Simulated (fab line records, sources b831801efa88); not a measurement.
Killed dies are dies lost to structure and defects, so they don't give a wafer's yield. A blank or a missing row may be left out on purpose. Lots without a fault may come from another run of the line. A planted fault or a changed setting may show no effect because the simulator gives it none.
Chamber matching | flow gf180mcu | GF_V2_CMP_04 on cmp-01: 4 sister chambers
The step polishes SiO2. 14 wafers are shown with their chamber, then 7 later ones without.

WAFERS WITH THEIR CHAMBER
wafer  | chamber | motor_current_A (A) | time_to_endpoint_s (s)
L173.2 | 1       | 10.3                | 75
L173.3 | 0       | 10.9                | 73
L173.6 | 2       | 13.5                | 84
L176.1 | 2       | 13.5                | 74
L176.3 | 0       | 10.8                | 82
L176.6 | 2       | 13.6                | 82
L177.1 | 0       | 10.3                | 74
L177.3 | 3       | 12.1                | 79
L177.4 | 1       | 9.7                 | 84
L183.1 | 3       | 11.4                | 73
L183.2 | 2       | 14.0                | 73
L183.3 | 0       | 10.5                | 69
L192.1 | 1       | 9.8                 | 82
L192.3 | 0       | 10.7                | 81

SIGNATURES (means of the wafers above)
reading            | chamber 0 | chamber 1 | chamber 2 | chamber 3 | scatter within a chamber
motor_current_A    | 10.640    | 9.933     | 13.650    | 11.750    | 0.292
time_to_endpoint_s | 75.80     | 80.33     | 78.25     | 76.00     | 5.27
Rule: a wafer's distance from a chamber is the root of the sum, over the readings, of the square of ((its reading less the chamber's mean) divided by the reading's scatter). The wafer belongs to the nearest chamber; if the next one is less than 2 further off, it can't be placed. The scatter: the root of (the sum of the squares of (reading less its chamber's mean) over the shown wafers, divided by (wafers less chambers)).

WAFERS WITHOUT THEIR CHAMBER
wafer  | motor_current_A (A) | time_to_endpoint_s (s)
L192.6 | 10.6                | 84
L194.1 | 13.5                | 78
L194.3 | 11.7                | 73
L194.6 | 9.4                 | 82
L195.2 | 10.5                | 85
L195.3 | 10.6                | 83
L195.4 | 13.4                | 87

WHICH CHAMBER EACH WENT THROUGH
wafer  | from the rows above     | in truth
L192.6 | can't be placed: 0 or 1 | 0
L194.1 | 2                       | 2
L194.3 | 3                       | 3
L194.6 | 1                       | 1
L195.2 | can't be placed: 0 or 1 | 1
L195.3 | can't be placed: 0 or 1 | 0
L195.4 | 2                       | 2
Placed correctly: 4 of 7. Can't be placed from these rows: 3 (the true chamber is among the candidates in 3). Placed wrongly: 0.
